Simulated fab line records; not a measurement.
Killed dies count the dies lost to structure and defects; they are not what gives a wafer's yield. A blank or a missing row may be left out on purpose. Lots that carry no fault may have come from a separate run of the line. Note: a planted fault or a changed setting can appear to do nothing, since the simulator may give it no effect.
Which tool was responsible?    flow gf180mcu    10 lots, 30 wafers sampled, at 7 steps of a route of 602

## WHAT THE GAUGES READ, wafer by wafer
GF_HV_LDD_THK_MEAS_55. Usual: for HV_LDD_CVD_54_THK the level is 9.94 nm and the standard deviation is 0.13.
lot   measured      on            HV_LDD_CVD_54_THK (nm)  flag
L295  day 12 13:47  filmMetro-01  9.77 9.88 9.63          
L300  day 13 22:11  filmMetro-02  9.79 9.71 9.78          
L303  day 14 21:49  filmMetro-01  9.92 9.87 9.82          
L305  day 15 14:04  filmMetro-01  9.89 9.98 9.91          
L309  day 17 06:25  filmMetro-02  10.00 9.97 10.09        
L312  day 18 03:56  filmMetro-01  10.06 10.08 10.08       
L314  day 19 02:55  filmMetro-01  10.05 10.08 10.01       
L316  day 19 09:09  filmMetro-04  10.02 10.03 10.19       
L317  day 20 08:32  filmMetro-01  9.99 10.04 10.13        
L318  day 20 12:31  filmMetro-04  9.84 9.88 9.90          

GF_NSD_CD_MEAS_07 targets a cd of 400 nm. Usual: cdNm 399.5 nm, standard deviation 2.7.
lot   measured      on        cdNm (nm)          flag
L295  day 13 12:08  cdSem-02  402.6 401.6 403.7  
L300  day 14 20:27  cdSem-02  403.2 404.1 402.3  
L303  day 15 21:04  cdSem-02  400.9 398.5 401.1  
L305  day 16 13:46  cdSem-02  402.0 402.0 405.1  
L309  day 18 06:31  cdSem-02  398.2 398.1 397.3  
L312  day 19 04:19  cdSem-01  394.5 395.5 397.1  
L314  day 20 06:02  cdSem-01  399.7 395.7 398.1  
L316  day 20 11:23  cdSem-01  397.4 399.2 396.3  
L317  day 21 09:56  cdSem-02  404.5 402.5 404.2  
L318  day 21 13:56  cdSem-02  399.7 400.8 402.1  

GF_PSD_TW_MEAS_11. Usual: for PSD_TW the level is 3173 and the standard deviation is 24.
lot   measured      on            PSD_TW          flag
L295  day 14 08:01  filmMetro-01  3228 3228 3228  
L300  day 15 18:03  filmMetro-01  3244 3231 3236  
L303  day 16 19:59  filmMetro-03  3169 3168 3161  
L305  day 17 13:19  filmMetro-03  3167 3181 3186  
L309  day 19 07:14  filmMetro-03  1804 1823 1808  OFF
L312  day 20 05:29  filmMetro-01  1832 1813 1813  OFF
L314  day 21 06:22  filmMetro-04  3141 3169 3164  
L316  day 21 12:14  filmMetro-03  3151 3158 3145  
L317  day 22 10:13  filmMetro-03  3181 3169 3154  
L318  day 22 14:11  filmMetro-04  3165 3174 3174  

GF_PSD_RS_MEAS_15: measurement is done with a four-point probe. Usual: for PSD_RS the level is 108.45 ohm/sq and the standard deviation is 0.24.
lot   measured      on            PSD_RS (ohm/sq)       flag
L295  day 14 08:20  filmMetro-03  108.07 108.21 108.12  
L300  day 15 18:23  filmMetro-03  108.17 107.73 108.44  
L303  day 16 20:18  filmMetro-01  108.48 108.50 108.71  
L305  day 17 13:38  filmMetro-01  108.57 108.19 108.52  
L309  day 19 07:35  filmMetro-01  513.50 511.93 514.02  OFF
L312  day 20 05:49  filmMetro-04  532.12 544.93 538.37  OFF
L314  day 21 06:41  filmMetro-03  108.33 108.06 108.16  
L316  day 21 12:34  filmMetro-01  108.41 108.94 108.55  
L317  day 22 10:32  filmMetro-01  108.63 108.45 108.23  
L318  day 22 14:30  filmMetro-03  108.23 108.23 108.48  

## WHAT TOOL EACH LOT RAN ON (gives the tool, then ch and the chambers of the sampled wafers, and finally the start)
lot   GF_HV_LDD_STRIP_49                   GF_PSD_IMPLANT_09                GF_PSD_STRIP_10
L295  plasmaAsher-02 ch 0,1, day 12 12:23  implanter-03 ch 0, day 14 07:46  plasmaAsher-01 ch 0, day 14 07:55
L300  plasmaAsher-02 ch 0, day 13 20:14    implanter-04 ch 0, day 15 17:49  plasmaAsher-04 ch 0,1, day 15 17:56
L303  plasmaAsher-01 ch 0,1, day 14 20:23  implanter-03 ch 0, day 16 19:44  plasmaAsher-01 ch 0,1, day 16 19:53
L305  plasmaAsher-03 ch 0, day 15 12:08    implanter-01 ch 0, day 17 13:04  plasmaAsher-04 ch 1, day 17 13:13
L309  plasmaAsher-02 ch 0,1, day 17 05:01  implanter-03 ch 0, day 19 07:01  plasmaAsher-01 ch 0,1, day 19 07:10
L312  plasmaAsher-02 ch 0,1, day 18 02:28  implanter-03 ch 0, day 20 05:16  plasmaAsher-03 ch 0,1, day 20 05:24
L314  plasmaAsher-01 ch 0,1, day 19 00:01  implanter-04 ch 0, day 21 06:01  plasmaAsher-01 ch 0,1, day 21 06:10
L316  plasmaAsher-01 ch 0,1, day 19 07:43  implanter-01 ch 0, day 21 12:00  plasmaAsher-03 ch 0,1, day 21 12:07
L317  plasmaAsher-01 ch 0,1, day 20 07:04  implanter-01 ch 0, day 22 09:58  plasmaAsher-01 ch 0,1, day 22 10:07
L318  plasmaAsher-03 ch 0,1, day 20 11:05  implanter-04 ch 0, day 22 13:56  plasmaAsher-01 ch 0,1, day 22 14:05
- GF_HV_LDD_STRIP_49: strips in O2/N2.
- GF_PSD_IMPLANT_09
- GF_PSD_STRIP_10: strips in O2/N2.

## WHAT THE TOOLS THEMSELVES READ (means of the sampled wafers that have a number; where no wafer has one, the mark that the record gives instead)
GF_HV_LDD_STRIP_49. Usual: drypumpMotorCurrentA 5.71 A, standard deviation 0.12; heaterPowerW 342 W, standard deviation 37; n2FlowSccm 299.9 sccm, standard deviation 0.96; oesProductAu 0.716 a.u., standard deviation 0.0046; stripTimeToEndpointS 12.65 s, standard deviation 0.036.
lot   tool            drypumpMotorCurrentA (A)  heaterPowerW (W)  n2FlowSccm (sccm)  oesProductAu (a.u.)  stripTimeToEndpointS (s)  flag
L295  plasmaAsher-02  5.63                      327               299.2              0.711                12.63                     
L300  plasmaAsher-02  5.53                      300               299.7              0.716                12.68                     
L303  plasmaAsher-01  5.81                      308               299.6              0.715                12.63                     
L305  plasmaAsher-03  5.66                      382               299.8              0.718                12.62                     
L309  plasmaAsher-02  5.73                      348               299.5              0.715                12.70                     
L312  plasmaAsher-02  5.73                      347               300.4              0.716                12.66                     
L314  plasmaAsher-01  5.79                      337               299.5              0.717                12.59                     
L316  plasmaAsher-01  5.82                      308               301.1              0.715                12.66                     
L317  plasmaAsher-01  5.84                      311               299.7              0.712                12.63                     
L318  plasmaAsher-03  5.69                      357               299.9              0.717                12.62                     

GF_PSD_IMPLANT_09. Usual: doseIonsCm2 1.4998e+15, standard deviation 1.7e+12; endStationPressureTorr 1.18e-05 Torr, standard deviation 5.7e-07; faradayCurrentUA 8245, standard deviation 160.
lot   tool          doseIonsCm2  endStationPressureTorr (Torr)  faradayCurrentUA  flag
L295  implanter-03  1.4989e+15   1.17e-05                       8202              
L300  implanter-04  1.5010e+15   1.17e-05                       8284              
L303  implanter-03  1.5003e+15   1.14e-05                       8290              
L305  implanter-01  1.4993e+15   1.22e-05                       8248              
L309  implanter-03  1.8503e+14   5.83e-06                       1045              OFF
L312  implanter-03  1.8453e+14   6.03e-06                       1067              OFF
L314  implanter-04  1.5014e+15   1.21e-05                       8268              
L316  implanter-01  1.4991e+15   1.15e-05                       8212              
L317  implanter-01  1.5005e+15   1.13e-05                       8289              
L318  implanter-04  1.4985e+15   1.18e-05                       8528              

GF_PSD_STRIP_10. Usual: drypumpMotorCurrentA 5.85 A, standard deviation 0.14; heaterPowerW 333 W, standard deviation 36; n2FlowSccm 300.0 sccm, standard deviation 0.83; oesProductAu 0.592 a.u., standard deviation 0.0049; stripTimeToEndpointS 16.550 s, standard deviation 0.028.
lot   tool            drypumpMotorCurrentA (A)  heaterPowerW (W)  n2FlowSccm (sccm)  oesProductAu (a.u.)  stripTimeToEndpointS (s)  flag
L295  plasmaAsher-01  5.74                      361               299.4              0.592                16.565                    
L300  plasmaAsher-04  6.09                      341               299.4              0.591                16.561                    
L303  plasmaAsher-01  5.78                      331               299.5              0.591                16.537                    
L305  plasmaAsher-04  6.05                      338               300.1              0.593                16.553                    
L309  plasmaAsher-01  5.86                      307               300.2              0.708                12.672                    OFF
L312  plasmaAsher-03  5.68                      366               300.9              0.706                12.683                    OFF
L314  plasmaAsher-01  5.79                      331               299.4              0.593                16.547                    
L316  plasmaAsher-03  5.67                      359               299.3              0.594                16.536                    
L317  plasmaAsher-01  5.85                      303               300.1              0.591                16.557                    
L318  plasmaAsher-01  5.81                      311               300.2              0.589                16.558                    

## THE ANSWER, worked out from the rows above alone
Rule: take the mean of a lot's wafers that have a number; if it is more than 3 standard deviations from the usual mean, the lot is off. Also off: a lot with no number at a reading for which 4 or more lots have one. Any other lot the step has rows for is counted as sound. First the gauges in route order, then the tools' own readings, where a lot's mean is used as printed above. At the first step where some lot is off, the reading lying furthest off is the one used; lots without a number count as furthest.
Off: L309, L312, at GF_PSD_TW_MEAS_11 (PSD_TW).
If a tool, at a process step before that reading, ran all the lots that are off and no sound lot after the first of them, it fits. The gauges at GF_PSD_TW_MEAS_11 aren't tried: what is off there is off at GF_PSD_IMPLANT_09 too, on other tools, and a gauge's error can't cause that. Undecided on this evidence; 2 tools fit (plasmaAsher-02 at GF_HV_LDD_STRIP_49, implanter-03 at GF_PSD_IMPLANT_09).

## WHAT THE SIMULATOR HAD INSERTED
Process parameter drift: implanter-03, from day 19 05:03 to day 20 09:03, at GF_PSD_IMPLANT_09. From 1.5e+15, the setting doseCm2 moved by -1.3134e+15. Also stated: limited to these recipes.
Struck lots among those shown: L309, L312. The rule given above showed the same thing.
